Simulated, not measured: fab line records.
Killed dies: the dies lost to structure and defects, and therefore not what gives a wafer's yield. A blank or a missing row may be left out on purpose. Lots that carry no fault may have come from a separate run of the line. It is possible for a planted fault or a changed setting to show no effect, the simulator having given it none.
fab line records	flow sfq_line	part 1 of 2: steps 1 to 28 of 39
record: lots: 5	wafers: 15	last_day: 82
route steps=325 shown I2@114 M3@118 I3@133 M4@148
lots with no fault: from the same line, run without faults
start_h: start of the lot's first displayed wafer, in hours after the record's first day	wait_h: hours from the lot's prior step to this one	" identical to the entry in the row above	L1.1+2: a row that stands for several wafers	- no value, or no start was given	* or withheld: withheld	< > ~ a bound
route shown NAME@n: NAME is a module with steps in the file, n the number in the route of the first one	usual: mean/standard deviation of fault-free wafers	same: alike in all rows	chamber/n: place in a boat	sites: each site's reading	_std_site: their standard deviation	_edge_site: outer sites' mean less inner sites'	radius_mm: for every site, how far away it sits from the centre of the wafer	mask NAME#n: copy n	behind: the last tool/chamber to shape the wafer	hold: cause of the lot's hold/its duration in hours/its outcome	device: transistor that didn't switch, given as n, p or np	end of line: tests run on the same wafers once the route is complete	a step given without rows: its recipe and nothing more	killed: the dies lost at the first sort to structure and to defects; this is not the yield of the wafer	map: a wafer's dies, x killed, . not, _ none there
set.NAME: the setting as run; set.NAME@STEP: as run at that earlier step	model.NAME: the simulator's own value behind a step, which no gauge read
a table for each step, a row for each wafer; lots at some steps of the route
services: when a tool's chamber went out of use (start_h, in hours from the record's first day, below 0 if earlier), for how many hours, and the reason
== steps ==
step: SFQ_TRILAYER_I2_VIA_BARC_OPEN_VIA_ETCH_096
recipe: mask_material: PR	chemistry: O2	target_depth_nm: 125	target: BARC	source_w: 500	bias_w: 80	pressure_mtorr: 30	time_s: 41.7
usual: drypump_motor_current_A: 5.6/0.65	oes_product_au: 0.685/0.0052
lot.wafer	tool	chamber	start_h	wait_h	drypump_motor_current_A	oes_product_au	rf_hours_counter_h
L080.1	rie_diel-01	3	716.44	0.0	6.5	0.685	52
L080.2	"	2	"	"	5.6	0.685	6
L080.5	"	0	"	"	5.7	0.692	-
L087.1	rie_diel-02	0	953.94	0.0	6.4	0.689	6
L087.2	"	3	"	"	5.8	0.683	10
L087.6	"	1	"	"	4.8	0.685	-
L093.2	rie_diel-01	3	1029.28	0.0	6.5	0.685	3
L093.3	"	1	"	"	4.7	0.688	21
L093.4	"	2	"	"	5.6	0.679	11
L094.2	rie_diel-03	2	1032.88	0.0	6.5	0.694	14
L094.4	"	1	"	"	6.5	0.682	6
L094.6	"	3	"	"	5.2	0.689	-
L095.3	rie_diel-02	3	1034.08	0.0	5.8	0.689	12
L095.4	"	2	"	"	5.6	0.684	13
L095.6	"	1	"	"	4.8	0.681	-
step: SFQ_TRILAYER_I2_VIA_ETCH_VIA_ETCH_070
recipe: target: SiO2	stop_on: Nb	mask_material: PR	taper_deg: 20	chemistry: CHF3	target_depth_nm: 260	source_w: 500	bias_w: 80	pressure_mtorr: 30	time_s: withheld
usual: drypump_motor_current_A: 5.6/0.65	oes_product_au: 0.855/0.0051
lot.wafer	tool	chamber	start_h	wait_h	drypump_motor_current_A	oes_product_au
L080.1	rie_diel-01	3	716.48	0.0	6.5	0.853
L080.2	"	2	"	"	5.6	0.865
L080.5	"	0	"	"	5.7	0.857
L087.1	rie_diel-02	0	953.98	0.0	6.4	0.850
L087.2	"	3	"	"	5.8	0.855
L087.6	"	1	"	"	4.8	0.853
L093.2	rie_diel-01	3	1029.32	0.0	6.5	0.857
L093.3	"	1	"	"	4.7	0.859
L093.4	"	2	"	"	5.7	0.861
L094.2	rie_diel-03	2	1032.92	0.0	6.5	0.852
L094.4	"	1	"	"	6.5	0.847
L094.6	"	3	"	"	5.2	0.852
L095.3	rie_diel-02	3	1034.12	0.0	5.8	0.855
L095.4	"	2	"	"	5.6	0.852
L095.6	"	1	"	"	4.8	0.859
step: SFQ_TRILAYER_I2_VIA_STRIP_STRIP_071
recipe: gas: O2	power_w: 200	platen_temp_c: 40	overash_fraction: 0.65	chemistry: O2	pressure_mtorr: 50
usual: drypump_motor_current_A: 5.7/0.51	oes_product_au: 0.999/0.0063
lot.wafer	tool	chamber	start_h	wait_h	drypump_motor_current_A	oes_product_au	rf_hours_counter_h
L080.1	rie_metal-02	1	716.60	-	5.6	0.998	69
L080.2	"	0	"	"	6.4	0.994	77
L080.5	"	0	"	"	6.5	1.008	-
L087.1	rie_metal-03	1	954.10	-	5.0	0.988	111
L087.2	"	0	"	"	6.1	0.992	78
L087.6	"	1	"	"	5.0	0.993	-
L093.2	rie_metal-03	0	1029.43	-	6.1	0.994	87
L093.3	"	0	"	"	6.0	0.999	-
L093.4	"	1	"	"	5.0	1.006	-
L094.2	rie_metal-01	1	1033.23	-	5.5	0.986	-
L094.4	"	1	"	"	5.5	0.985	-
L094.6	"	1	"	"	5.5	0.999	-
L095.3	rie_metal-02	0	1034.43	-	6.5	1.000	-
L095.4	"	1	"	"	5.5	1.002	-
L095.6	"	1	"	"	5.6	0.997	-
step: SFQ_TRILAYER_I2_VIA_STRIP_SOLV_CLEAN_072
recipe: chemistry: NMP	temp_c: 70	time_s: 600
lot.wafer	tool	chamber	start_h	wait_h
L080.1+2+5	wet_bench-01	6,2,5	717.20	0.4
L087.1+2+6	wet_bench-04	2,7,3	954.70	0.4
L093.2+3+4	wet_bench-04	7,3,2	1030.03	0.4
L094.2+4+6	wet_bench-03	0,1,6	1034.23	0.8
L095.3+4+6	wet_bench-04	2,1,3	1034.83	0.2
step: SFQ_TRILAYER_M3_DEP_PRE_CLEAN_074
recipe: gas: Ar	time_s: 22.5	bias_v: 250
lot.wafer	tool	chamber	start_h	wait_h
L080.1+2+5	pvd_sputter-05	-	717.37	0.0
L087.1+2+6	pvd_sputter-05	-	954.87	0.0
L093.2+3+4	pvd_sputter-05	-	1030.22	0.0
L094.2+4+6	pvd_sputter-06	-	1034.41	0.0
L095.3+4+6	pvd_sputter-04	-	1035.02	0.0
step: SFQ_TRILAYER_M3_DEP_SPUTTER_073
recipe: material: Nb	base_pressure_pa: 1.33e-06	chamber_pressure_pa: 0.1333	substrate_temp_c: 20	resputter_cathode_voltage_v: 400	target_thk_nm: 200	power_w: 2000	time_s: 133.3
usual: throttle_valve_pct: 30.1/0.92
lot.wafer	tool	chamber	start_h	wait_h	throttle_valve_pct
L080.1	pvd_sputter-05	-	717.40	0.0	30.1
L080.2	"	-	"	"	31.7
L080.5	"	-	"	"	31.5
L087.1	pvd_sputter-05	-	954.90	0.0	29.9
L087.2	"	-	"	"	29.2
L087.6	"	-	"	"	29.7
L093.2	pvd_sputter-05	-	1030.25	0.0	29.3
L093.3	"	-	"	"	30.0
L093.4	"	-	"	"	29.3
L094.2	pvd_sputter-06	-	1034.43	0.0	29.3
L094.4	"	-	"	"	30.0
L094.6	"	-	"	"	31.0
L095.3	pvd_sputter-04	-	1035.05	0.0	30.6
L095.4	"	-	"	"	31.1
L095.6	"	-	"	"	30.7
step: SFQ_M3_RS_MEAS_919
recipe: thk_meas_gauge: four-point-probe	reads: Nb_of_TRILAYER_M3_DEP_SPUTTER_073
usual: M3_NB_RS: 0.889/0.0073
lot.wafer	tool	chamber	start_h	wait_h	M3_NB_RS[ohm/sq]
L080.1	film_metro-01	-	717.49	0.0	0.870
L080.2	"	-	"	"	0.875
L080.5	"	-	"	"	0.881
L087.1	film_metro-03	-	954.99	0.0	0.887
L087.2	"	-	"	"	0.884
L087.6	"	-	"	"	0.887
L093.2	film_metro-01	-	1030.36	0.1	0.887
L093.3	"	-	"	"	0.887
L093.4	"	-	"	"	0.887
L094.2	film_metro-01	-	1034.55	0.1	0.884
L094.4	"	-	"	"	0.887
L094.6	"	-	"	"	0.895
L095.3	film_metro-02	-	1035.18	0.1	0.895
L095.4	"	-	"	"	0.894
L095.6	"	-	"	"	0.895
step: SFQ_TRILAYER_M3_LITHO_COAT_080
recipe: resist: BARC	spin_rpm: 3000	resist_thk_nm: 62
lot.wafer	tool	chamber	start_h	wait_h
L080.1+2+5	litho_track-02	0	717.67	0.1
L087.1+2+6	litho_track-04	0	955.17	0.1
L093.2+3+4	litho_track-02	0	1030.57	0.1
L094.2+4+6	litho_track-04	0	1034.76	0.1
L095.3+4+6	litho_track-01	0	1035.42	0.1
step: SFQ_TRILAYER_M3_LITHO_COAT_075
recipe: resist: KrF	spin_rpm: 3000	resist_thk_nm: 600
lot.wafer	tool	chamber	start_h	wait_h
L080.1+2+5	litho_track-02	0	717.97	0.2
L087.1+2+6	litho_track-04	0	955.47	0.2
L093.2+3+4	litho_track-02	0	1030.87	0.2
L094.2+4+6	litho_track-04	0	1035.06	0.2
L095.3+4+6	litho_track-01	0	1035.72	0.2
step: SFQ_TRILAYER_M3_LITHO_SOFTBAKE_079
recipe: temp_c: withheld	time_s: withheld	resist: KrF
lot.wafer	tool	chamber	start_h	wait_h
L080.1+2+5	litho_track-02	0	718.27	0.2
L087.1+2+6	litho_track-04	0	955.77	0.2
L093.2+3+4	litho_track-02	0	1031.15	0.2
L094.2+4+6	litho_track-04	0	1035.33	0.2
L095.3+4+6	litho_track-01	0	1035.97	0.2
step: SFQ_TRILAYER_M3_LITHO_EXPOSE_076
recipe: mask_id: M3	na: 0.6	source_shape: conventional	sigma_outer: 0.65	target_cd_nm: 500	dose_mj: 14.4
usual: exposure_dose_mJ_cm2: 14.396/0.015
same: sigma_outer: 0.65
lot.wafer	tool	chamber	start_h	wait_h	mask	exposure_dose_mJ_cm2
L080.1	krf_scanner-01	0	859.45	-	M3#0	14.390
L080.2	"	0	"	"	M3#0	14.390
L080.5	"	0	"	"	M3#0	14.386
L087.1	krf_scanner-02	0	1069.87	-	M3#0	14.399
L087.2	"	0	"	"	M3#0	14.387
L087.6	"	0	"	"	M3#0	14.391
L093.2	krf_scanner-02	0	1169.67	-	M3#0	14.377
L093.3	"	0	"	"	M3#0	14.367
L093.4	"	0	"	"	M3#0	14.400
L094.2	krf_scanner-02	0	1174.47	-	M3#0	14.380
L094.4	"	0	"	"	M3#0	14.378
L094.6	"	0	"	"	M3#0	14.398
L095.3	krf_scanner-02	0	1175.87	-	M3#0	14.386
L095.4	"	0	"	"	M3#0	14.385
L095.6	"	0	"	"	M3#0	14.409
step: SFQ_TRILAYER_M3_LITHO_PEB_078
recipe: peb_temp_c: 115	peb_time_s: 60	resist: KrF
lot.wafer	tool	chamber	start_h	wait_h
L080.1+2+5	litho_track-04	0	860.65	1.0
L087.1+2+6	litho_track-02	0	1071.07	1.0
L093.2+3+4	litho_track-04	0	1170.69	0.8
L094.2+4+6	litho_track-04	0	1175.49	0.8
L095.3+4+6	litho_track-01	0	1176.72	0.7
step: SFQ_TRILAYER_M3_LITHO_DEVELOP_077
recipe: time_s: 60	resist: KrF
lot.wafer	tool	chamber	start_h	wait_h
L080.1+2+5	litho_track-04	0	860.80	0.1
L087.1+2+6	litho_track-02	0	1071.22	0.1
L093.2+3+4	litho_track-04	0	1170.84	0.1
L094.2+4+6	litho_track-04	0	1175.64	0.1
L095.3+4+6	litho_track-01	0	1176.87	0.1
step: SFQ_M3_OVL_MEAS_921
usual: M3_OVL: -1/6
lot.wafer	tool	chamber	start_h	wait_h	M3_OVL[nm]
L080.1	overlay-01	-	860.95	0.1	-4
L080.2	"	-	"	"	-4
L080.5	"	-	"	"	-8
L087.1	overlay-01	-	1071.37	0.1	-4
L087.2	"	-	"	"	-6
L087.6	"	-	"	"	-7
L093.2	overlay-01	-	1170.97	0.1	2
L093.3	"	-	"	"	6
L093.4	"	-	"	"	4
L094.2	overlay-01	-	1175.77	0.1	2
L094.4	"	-	"	"	-1
L094.6	"	-	"	"	4
L095.3	overlay-01	-	1176.98	0.1	-2
L095.4	"	-	"	"	-2
L095.6	"	-	"	"	-9
step: SFQ_TRILAYER_M3_BARC_OPEN_METAL_ETCH_100
recipe: mask_material: PR	chemistry: O2	target_depth_nm: 125	target: BARC	icp_w: 600	bias_w: 80	pressure_mtorr: 10	time_s: 41.7
usual: drypump_motor_current_A: 5.7/0.42	oes_product_au: 0.686/0.0046
lot.wafer	tool	chamber	start_h	wait_h	drypump_motor_current_A	oes_product_au	rf_hours_counter_h
L080.1	rie_metal-02	1	860.99	0.0	5.6	0.685	87
L080.2	"	0	"	"	6.4	0.687	94
L080.5	"	0	"	"	6.5	0.686	-
L087.1	rie_metal-01	1	1071.40	0.0	5.5	0.691	91
L087.2	"	0	"	"	6.1	0.688	4
L087.6	"	1	"	"	5.5	0.692	-
L093.2	rie_metal-02	1	1171.02	0.0	5.5	0.673	-
L093.3	"	1	"	"	5.6	0.690	-
L093.4	"	1	"	"	5.6	0.681	-
L094.2	rie_metal-01	1	1175.80	0.0	5.5	0.680	106
L094.4	"	1	"	"	5.5	0.685	-
L094.6	"	1	"	"	5.5	0.686	-
L095.3	rie_metal-04	1	1177.02	0.0	5.0	0.685	-
L095.4	"	0	"	"	5.3	0.682	-
L095.6	"	1	"	"	5.0	0.687	-
step: SFQ_TRILAYER_M3_ETCH_METAL_ETCH_078
recipe: target: Nb	stop_on: SiO2	mask_material: PR	chemistry: Cl2/Ar	target_depth_nm: 240	icp_w: 600	bias_w: 80	pressure_mtorr: 10	time_s: 120
usual: drypump_motor_current_A: 5.7/0.42	oes_product_au: 0.895/0.0064
lot.wafer	tool	chamber	start_h	wait_h	drypump_motor_current_A	oes_product_au	rf_hours_counter_h
L080.1	rie_metal-02	1	861.05	0.0	5.6	0.908	87
L080.2	"	0	"	"	6.4	0.894	94
L080.5	"	0	"	"	6.4	0.896	-
L087.1	rie_metal-01	1	1071.46	0.0	5.5	0.895	91
L087.2	"	0	"	"	6.1	0.898	4
L087.6	"	1	"	"	5.5	0.888	-
L093.2	rie_metal-02	1	1171.16	0.1	5.6	0.897	-
L093.3	"	1	"	"	5.5	0.905	-
L093.4	"	1	"	"	5.5	0.891	-
L094.2	rie_metal-01	1	1175.86	0.0	5.5	0.892	107
L094.4	"	1	"	"	5.5	0.897	-
L094.6	"	1	"	"	5.5	0.890	-
L095.3	rie_metal-04	1	1177.10	0.1	5.0	0.887	-
L095.4	"	0	"	"	5.2	0.900	-
L095.6	"	1	"	"	5.0	0.880	-
step: SFQ_TRILAYER_M3_STRIP_STRIP_079
recipe: gas: O2	power_w: 200	platen_temp_c: 40	overash_fraction: 0.65	chemistry: O2	pressure_mtorr: 50
usual: drypump_motor_current_A: 5.7/0.42	oes_product_au: 0.998/0.0072
lot.wafer	tool	chamber	start_h	wait_h	drypump_motor_current_A	oes_product_au	rf_hours_counter_h
L080.1	rie_metal-02	1	861.17	0.1	5.6	0.988	87
L080.2	"	0	"	"	6.4	1.003	95
L080.5	"	0	"	"	6.4	0.998	-
L087.1	rie_metal-01	1	1071.59	0.1	5.5	0.999	91
L087.2	"	0	"	"	6.1	0.991	4
L087.6	"	1	"	"	5.5	0.983	-
L093.2	rie_metal-02	1	1171.57	0.4	5.6	1.001	-
L093.3	"	1	"	"	5.6	0.992	-
L093.4	"	1	"	"	5.6	0.999	-
L094.2	rie_metal-01	1	1175.99	0.1	5.5	1.006	107
L094.4	"	1	"	"	5.5	0.995	-
L094.6	"	1	"	"	5.5	0.995	-
L095.3	rie_metal-04	1	1177.39	0.2	5.0	1.004	-
L095.4	"	0	"	"	5.3	1.005	-
L095.6	"	1	"	"	5.0	1.001	-
step: SFQ_TRILAYER_M3_STRIP_SOLV_CLEAN_080
recipe: chemistry: NMP	temp_c: 70	time_s: 600
lot.wafer	tool	chamber	start_h	wait_h
L080.1+2+5	wet_bench-01	3,2,4	861.77	0.4
L087.1+2+6	wet_bench-01	4,7,6	1072.19	0.4
L093.2+3+4	wet_bench-01	2,7,6	1172.57	0.8
L094.2+4+6	wet_bench-03	1,3,5	1176.59	0.4
L095.3+4+6	wet_bench-02	0,1,6	1177.79	0.2
step: SFQ_TRILAYER_I3_DEP_PECVD_081
recipe: material: SiO2	temp_c: 150	time_s: 111.11	pressure_torr: 2.4	rf_w: 183.3	precursor: SiH4/N2O	target_thk_nm: 500
usual: heater_power_w: 83/18	throttle_valve_pct: 25.1/1.2
lot.wafer	tool	chamber	start_h	wait_h	heater_power_w	throttle_valve_pct
L080.1	pecvd-02	0	861.95	0.0	112	24.2
L080.2	"	2	"	"	81	23.2
L080.5	"	2	"	"	88	23.1
L087.1	pecvd-03	2	1072.38	0.0	52	26.6
L087.2	"	1	"	"	78	26.2
L087.6	"	0	"	"	98	24.6
L093.2	pecvd-03	0	1172.75	0.0	100	25.1
L093.3	"	1	"	"	80	26.4
L093.4	"	2	"	"	48	26.8
L094.2	pecvd-03	2	1176.76	0.0	49	26.9
L094.4	"	2	"	"	51	27.0
L094.6	"	1	"	"	80	26.3
L095.3	pecvd-04	2	1177.96	0.0	93	22.8
L095.4	"	1	"	"	86	24.4
L095.6	"	2	"	"	98	23.0
step: SFQ_TRILAYER_I3_CMP_CMP_082
recipe: material: SiO2	down_force_psi: 3	platen_rpm: 60	pad_velocity_m_s: 0.94248
usual: edge_zone_pressure_frac: 1.000/0.0053	head_pressure_psi: 3.001/0.0066	motor_current_A: 10.6/1	time_to_endpoint_s: 215/5.9
lot.wafer	tool	chamber	start_h	wait_h	edge_zone_pressure_frac	head_pressure_psi	motor_current_A	time_to_endpoint_s
L080.1	cmp-02	3	875.62	13.6	0.992	2.994	9.5	214
L080.2	"	0	"	"	0.997	3.008	9.5	223
L080.5	"	2	877.12	15.1	1.004	2.995	9.0	217
L087.1	cmp-02	3	1073.46	1.0	1.002	3.007	9.7	203
L087.2	"	0	"	"	1.001	3.008	10.2	214
L087.6	"	1	"	"	1.006	2.994	11.1	220
L093.4	cmp-01	1	1173.69	0.9	1.001	3.002	11.9	218
L093.3	"	3	1174.77	2.0	1.001	2.997	11.9	214
L093.2	"	0	"	"	1.002	3.008	12.2	213
L094.2	cmp-02	0	1182.18	5.4	1.008	3.003	9.4	215
L094.4	"	3	1183.68	6.8	0.995	2.998	9.6	217
L094.6	"	1	1184.68	7.8	1.000	3.005	11.2	219
L095.4	cmp-01	2	1184.15	6.1	1.003	3.007	9.9	203
L095.3	"	3	"	"	0.996	2.997	11.7	212
L095.6	"	1	1185.65	7.6	1.002	3.008	12.3	207
step: SFQ_I3_BOW_MEAS_922
recipe: mode: bow
usual: I3_BOW: 4/9
lot.wafer	tool	chamber	start_h	wait_h	I3_BOW[um]
L080.1	film_metro-03	-	878.12	2.0	-6
L080.2	"	-	"	"	-10
L080.5	"	-	"	"	4
L087.1	film_metro-04	-	1075.46	1.5	24
L087.2	"	-	"	"	16
L087.6	"	-	"	"	14
L093.2	film_metro-03	-	1176.94	1.1	8
L093.3	"	-	"	"	6
L093.4	"	-	"	"	12
L094.2	film_metro-01	-	1185.20	2.5	-12
L094.4	"	-	"	"	-5
L094.6	"	-	"	"	4
L095.3	film_metro-04	-	1186.19	1.0	18
L095.4	"	-	"	"	21
L095.6	"	-	"	"	11
step: SFQ_TRILAYER_I3_METRO_MEASURE_083
usual: thk_nm: 200.2/1.1
lot.wafer	tool	chamber	start_h	wait_h	thk_nm
L080.1	film_metro-03	-	878.24	0.1	198.9
L080.2	"	-	"	"	200.3
L080.5	"	-	"	"	198.3
L087.1	film_metro-04	-	1075.58	0.1	200.0
L087.2	"	-	"	"	200.5
L087.6	"	-	"	"	199.7
L093.2	film_metro-03	-	1177.24	0.3	200.6
L093.3	"	-	"	"	200.9
L093.4	"	-	"	"	200.9
L094.2	film_metro-01	-	1185.50	0.3	198.9
L094.4	"	-	"	"	199.2
L094.6	"	-	"	"	198.1
L095.3	film_metro-04	-	1186.67	0.5	199.9
L095.4	"	-	"	"	199.9
L095.6	"	-	"	"	201.5
step: SFQ_TRILAYER_I3_VIA_LITHO_COAT_090
recipe: resist: BARC	spin_rpm: 3000	resist_thk_nm: 62
lot.wafer	tool	chamber	start_h	wait_h
L080.1+2+5	litho_track-03	0	879.44	1.0
L087.1+2+6	litho_track-02	0	1076.78	1.0
L093.2+3+4	litho_track-01	0	1178.29	0.8
L094.2+4+6	litho_track-02	0	1186.55	0.8
L095.3+4+6	litho_track-03	0	1187.57	0.7
step: SFQ_TRILAYER_I3_VIA_LITHO_COAT_085
recipe: resist: KrF	spin_rpm: 3000	resist_thk_nm: 650
lot.wafer	tool	chamber	start_h	wait_h
L080.1+2+5	litho_track-03	0	879.74	0.2
L087.1+2+6	litho_track-02	0	1077.08	0.2
L093.2+3+4	litho_track-01	0	1178.59	0.2
L094.2+4+6	litho_track-02	0	1186.85	0.2
L095.3+4+6	litho_track-03	0	1187.87	0.2
step: SFQ_TRILAYER_I3_VIA_LITHO_SOFTBAKE_089
recipe: temp_c: withheld	time_s: withheld	resist: KrF
lot.wafer	tool	chamber	start_h	wait_h
L080.1+2+5	litho_track-03	0	880.04	0.2
L087.1+2+6	litho_track-02	0	1077.38	0.2
L093.2+3+4	litho_track-01	0	1178.87	0.2
L094.2+4+6	litho_track-02	0	1187.13	0.2
L095.3+4+6	litho_track-03	0	1188.12	0.2
step: SFQ_TRILAYER_I3_VIA_LITHO_EXPOSE_086
recipe: mask_id: I3	na: 0.6	source_shape: conventional	sigma_outer: 0.65	target_cd_nm: 500	dose_mj: 21.3
usual: exposure_dose_mJ_cm2: 21.300/0.022
same: sigma_outer: 0.65
lot.wafer	tool	chamber	start_h	wait_h	mask	exposure_dose_mJ_cm2
L080.1	krf_scanner-01	0	989.61	-	I3#0	21.315
L080.2	"	0	"	"	I3#0	21.310
L080.5	"	0	"	"	I3#0	21.272
L087.1	krf_scanner-02	0	1208.12	-	I3#0	21.318
L087.2	"	0	"	"	I3#0	21.283
L087.6	"	0	"	"	I3#0	21.299
L093.2	krf_scanner-02	0	1310.08	-	I3#0	21.300
L093.3	"	0	"	"	I3#0	21.257
L093.4	"	0	"	"	I3#0	21.330
L094.2	krf_scanner-02	0	1320.88	-	I3#0	21.261
L094.4	"	0	"	"	I3#0	21.290
L094.6	"	0	"	"	I3#0	21.290
L095.3	krf_scanner-02	0	1322.28	-	I3#0	21.307
L095.4	"	0	"	"	I3#0	21.302
L095.6	"	0	"	"	I3#0	21.303
step: SFQ_TRILAYER_I3_VIA_LITHO_PEB_088
recipe: peb_temp_c: 115	peb_time_s: 60	resist: KrF
lot.wafer	tool	chamber	start_h	wait_h
L080.1+2+5	litho_track-03	0	990.81	1.0
L087.1+2+6	litho_track-02	0	1209.32	1.0
L093.2+3+4	litho_track-03	0	1311.10	0.8
L094.2+4+6	litho_track-02	0	1321.90	0.8
L095.3+4+6	litho_track-03	0	1323.13	0.7
step: SFQ_TRILAYER_I3_VIA_LITHO_DEVELOP_087
recipe: time_s: 60	resist: KrF
lot.wafer	tool	chamber	start_h	wait_h
L080.1+2+5	litho_track-03	0	990.96	0.1
L087.1+2+6	litho_track-02	0	1209.47	0.1
L093.2+3+4	litho_track-03	0	1311.25	0.1
L094.2+4+6	litho_track-02	0	1322.05	0.1
L095.3+4+6	litho_track-03	0	1323.28	0.1
